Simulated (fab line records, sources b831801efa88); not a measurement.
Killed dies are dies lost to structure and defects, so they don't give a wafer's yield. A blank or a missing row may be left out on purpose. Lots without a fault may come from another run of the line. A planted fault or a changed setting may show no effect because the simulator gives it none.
fab line records | flow gf180mcu | part 2 of 2: steps 33 to 40 of 40
record lots=5 wafers=15 last_day=33
route steps=602 shown MIM@523 M5@526 V5@540
lots that met no fault: from a run of the same line without faults
start_h: hours from the record's first day to the start of the lot's first wafer shown | wait_h: hours since the lot's step before | " the same as in the row above | L1.1+2: a row that stands for several wafers | - no value, or no start given | * or withheld: withheld | < > ~ a bound
route shown NAME@n: a module of which the file shows steps, and the number in the route of the first | usual: mean/standard deviation of fault-free wafers | same: alike in all rows | chamber/n: place in a boat | sites: the reading at each site | _std_site: their standard deviation | _edge_site: outer sites' mean less inner sites' | radius_mm: how far each site lies from the wafer's centre | mask NAME#n: copy n | behind: the tool/chamber that last shaped the wafer | hold: why the lot was held/for how many hours/how that ended | device: the transistor (n, p or np) that didn't switch | end of line: the same wafers' tests at the end of the route | a step without rows: its recipe alone | killed: dies lost to structure and defects at the first sort, not the wafer's yield | map: a wafer's dies, x killed, . not, _ none there
set.NAME: the setting as run; set.NAME@STEP: as run at that earlier step | model.NAME: the simulator's own value behind a step, which no gauge read
lots at some steps of the route; a table a step, a row a wafer
services: from which hour (start_h, from the record's first day; less than 0 if before it) a tool's chamber was out of use, for how many hours, and why
## steps
# step GF_V5_OVL_MEAS_15
# usual V5_OVL=2/6.3
# columns lot.wafer tool chamber start_h wait_h V5_OVL[nm]
L076.2 overlay-02 - 648.10 0.1 -5
L076.4 " - " " -2
L076.6 " - " " 2
L082.2 overlay-02 - 695.38 0.1 -8
L082.3 " - " " -7
L082.5 " - " " 3
L085.1 overlay-02 - 716.05 0.1 -2
L085.2 " - " " 6
L085.4 " - " " 6
L091.1 overlay-01 - 748.95 0.1 0
L091.2 " - " " 9
L091.4 " - " " 5
L093.1 overlay-01 - 764.77 0.1 12
L093.3 " - " " 8
L093.4 " - " " 13
# step GF_V5_ETCH_16
# recipe chemistry=N2/H2 target_depth_a=withheld overetch_a=withheld time_s=withheld target=BARC ion_energy_ev=200 source_w=500 bias_w=100 pressure_mtorr=30 n2_flow_sccm=100 h2_flow_sccm=200
# usual chamber_pressure_mTorr=29.999/0.027 drypump_motor_current_A=5.9/0.31 oes_product_au=0.856/0.0045 throttle_valve_pct=13.225/0.0089
# columns lot.wafer tool chamber start_h wait_h chamber_pressure_mTorr drypump_motor_current_A oes_product_au throttle_valve_pct
L076.2 rie_diel-02 1 648.13 0.0 30.024 5.7 0.859 13.207
L076.4 " 2 " " 30.022 6.3 0.850 13.229
L076.6 " 0 " " 29.988 6.3 0.852 13.234
L082.2 rie_diel-04 1 695.41 0.0 29.982 6.3 0.860 13.218
L082.3 " 2 " " 29.979 6.0 0.857 13.217
L082.5 " 0 " " 29.990 5.9 0.856 13.218
L085.1 rie_diel-02 2 716.09 0.0 30.032 6.3 0.847 13.219
L085.2 " 1 " " 30.025 5.7 0.858 13.218
L085.4 " 3 " " 29.935 5.7 0.847 13.200
L091.1 rie_diel-03 2 748.98 0.0 30.012 5.6 0.858 13.230
L091.2 " 0 " " 30.015 5.6 0.857 13.229
L091.4 " 3 " " 29.987 5.4 0.851 13.226
L093.1 rie_diel-04 2 764.81 0.0 29.989 6.0 0.853 13.234
L093.3 " 3 " " 29.997 6.2 0.859 13.218
L093.4 " 1 " " 29.971 6.3 0.858 13.220
# step GF_V5_ETCH_17
# recipe chemistry=C4F8/O2/Ar mask_material=KrF target=SiO2 stop_on=TiN source_w=1500 bias_w=1200 pressure_mtorr=40 c4f8_flow_sccm=withheld O2_flow_sccm=6 Ar_flow_sccm=300 time_s=withheld target_depth_a=8550
# usual chamber_pressure_mTorr=40.01/0.037 oes_product_au=0.859/0.0048
# columns lot.wafer tool chamber start_h wait_h chamber_pressure_mTorr oes_product_au
L076.2 rie_diel-02 1 - - 40.06 0.860
L076.4 " 2 " " 40.01 0.854
L076.6 " 0 " " 39.99 0.862
L082.2 rie_diel-04 1 - - 40.02 0.844
L082.3 " 2 " " 39.96 0.852
L082.5 " 0 " " 39.98 0.859
L085.1 rie_diel-02 2 - - 40.01 0.855
L085.2 " 1 " " 39.99 0.865
L085.4 " 3 " " 39.96 0.859
L091.1 rie_diel-03 2 - - 39.99 0.860
L091.2 " 0 " " 39.97 0.867
L091.4 " 3 " " 40.01 0.853
L093.1 rie_diel-04 2 - - 40.01 0.860
L093.3 " 3 " " 39.93 0.855
L093.4 " 1 " " 40.05 0.865
# step GF_V5_STRIP_18
# recipe chemistry=O2/N2 power_w=1400 pressure_mtorr=1500 platen_temp_c=250 o2_flow_sccm=3000 n2_flow_sccm=300 overash_fraction=0.5
# usual chamber_pressure_mTorr=1500.0/1.3 drypump_motor_current_A=5.84/0.2 heater_power_w=340/14 oes_product_au=0.569/0.0054
# columns lot.wafer tool chamber start_h wait_h chamber_pressure_mTorr drypump_motor_current_A heater_power_w oes_product_au rf_hours_counter_h
L076.2 plasma_asher-02 0 648.29 - 1501.2 5.79 329 0.576 50
L076.4 " 0 " " 1500.3 5.79 320 0.566 -
L076.6 " 1 " " 1501.4 6.14 366 0.575 -
L082.2 plasma_asher-02 0 695.56 - 1500.6 5.79 330 0.573 55
L082.3 " 0 " " 1500.8 5.80 334 0.562 -
L082.5 " 1 " " 1501.4 6.17 358 0.569 -
L085.1 plasma_asher-01 1 716.24 - 1498.8 5.61 344 0.568 107
L085.2 " 0 " " 1500.5 6.00 331 0.572 107
L085.4 " 0 " " 1501.3 5.99 343 0.570 -
L091.1 plasma_asher-02 0 749.14 - 1498.4 5.79 327 0.575 61
L091.2 " 1 " " 1499.1 6.13 362 0.573 61
L091.4 " 0 " " 1500.7 5.78 335 0.572 -
L093.1 plasma_asher-02 0 764.96 - 1500.5 5.79 335 0.569 63
L093.3 " 1 " " 1503.4 6.12 357 0.575 -
L093.4 " 0 " " 1501.2 5.79 330 0.567 -
# step GF_V5_STRIP_19
# recipe chemistry=post_etch_residue_remover time_s=1200 temp_c=72.5
# columns lot.wafer tool chamber start_h wait_h
L076.2+4+6 wet_bench-01 0 648.39 0.1
L082.2+3+5 wet_bench-02 0 695.66 0.1
L085.1+2+4 wet_bench-02 3 716.34 0.1
L091.1+2+4 wet_bench-02 1 749.24 0.1
L093.1+3+4 wet_bench-03 3 765.06 0.1
# step GF_V5_CLEAN_20
# recipe chemistry=DIW dry=n2_spin
# columns lot.wafer tool chamber start_h wait_h
L076.2+4+6 wet_bench-03 1 648.73 0.0
L082.2+3+5 wet_bench-01 1 696.00 0.0
L085.1+2+4 wet_bench-01 3 716.68 0.0
L091.1+2+4 wet_bench-01 1 749.61 0.0
L093.1+3+4 wet_bench-02 1 765.40 0.0
# step GF_V5_SPUTTER_21
# recipe material=Ti target_thk_nm=15 chamber_pressure_pa=5 power_w=2500 substrate_temp_c=200 time_s=80.02
# usual chamber_pressure_pa=4.999/0.0097 throttle_valve_pct=30.5/1.1
# columns lot.wafer tool chamber start_h wait_h chamber_pressure_pa throttle_valve_pct
L076.2 pvd_sputter-02 - 648.82 0.0 5.008 30.6
L076.4 " - " " 5.003 31.2
L076.6 " - " " 5.012 30.8
L082.2 pvd_sputter-02 - 696.10 0.0 4.984 31.3
L082.3 " - " " 4.997 30.4
L082.5 " - " " 4.988 31.0
L085.1 pvd_sputter-01 - 716.77 0.0 5.018 30.3
L085.2 " - " " 5.004 29.9
L085.4 " - " " 5.008 28.3
L091.1 pvd_sputter-01 - 749.70 0.0 5.025 30.8
L091.2 " - " " 4.997 29.8
L091.4 " - " " 4.989 28.0
L093.1 pvd_sputter-03 - 765.49 0.0 4.994 29.9
L093.3 " - " " 4.996 29.8
L093.4 " - " " 5.001 29.9
# step GF_V5_SPUTTER_22
# recipe material=TiN target_thk_nm=10 chamber_pressure_pa=5 power_w=4000 time_s=40
# usual chamber_pressure_pa=5.002/0.011 throttle_valve_pct=30.4/1.1
# columns lot.wafer tool chamber start_h wait_h chamber_pressure_pa throttle_valve_pct
L076.2 pvd_sputter-02 - 648.88 0.0 4.996 30.5
L076.4 " - " " 5.003 31.1
L076.6 " - " " 4.999 30.5
L082.2 pvd_sputter-02 - 696.16 0.0 4.998 31.6
L082.3 " - " " 5.006 30.7
L082.5 " - " " 5.012 31.0
L085.1 pvd_sputter-01 - 716.84 0.0 5.007 30.2
L085.2 " - " " 4.994 29.8
L085.4 " - " " 5.016 28.3
L091.1 pvd_sputter-01 - 749.76 0.0 5.024 30.4
L091.2 " - " " 4.994 29.8
L091.4 " - " " 5.013 28.5
L093.1 pvd_sputter-03 - 765.56 0.0 5.020 29.8
L093.3 " - " " 4.978 29.7
L093.4 " - " " 4.996 29.9
## services
# columns tool chamber start_h hours kind
wet_bench-03 - 600.58 0.8 repair
plasma_asher-04 - 611.03 5.8 repair
rie_diel-04 1 630.89 9.5 repair
rie_diel-02 3 634.70 43.5 repair
rie_diel-01 3 635.64 2.7 repair
plasma_asher-04 - 636.28 16.2 repair
krf_scanner-01 - 643.20 2.4 repair
rie_diel-01 0 643.62 9.7 repair
plasma_asher-04 - 655.09 2.8 pm
krf_scanner-01 - 656.70 1.0 pm
pvd_sputter-02 - 666.39 6.1 repair
plasma_asher-02 - 674.67 1.7 repair
rie_diel-04 - 680.13 2.3 repair
rie_diel-02 0 690.50 1.7 repair
krf_scanner-01 - 697.64 0.8 pm
rie_diel-01 - 698.46 29.3 repair
rie_diel-02 3 700.15 6.5 repair
krf_scanner-01 - 708.93 1.3 pm
plasma_asher-01 - 733.75 9.0 pm
rie_diel-01 0 736.92 32.1 repair
plasma_asher-04 - 743.74 2.5 repair
rie_diel-01 2 744.66 2.9 repair
wet_bench-04 - 748.94 3.1 repair
rie_diel-02 1 758.33 8.4 repair
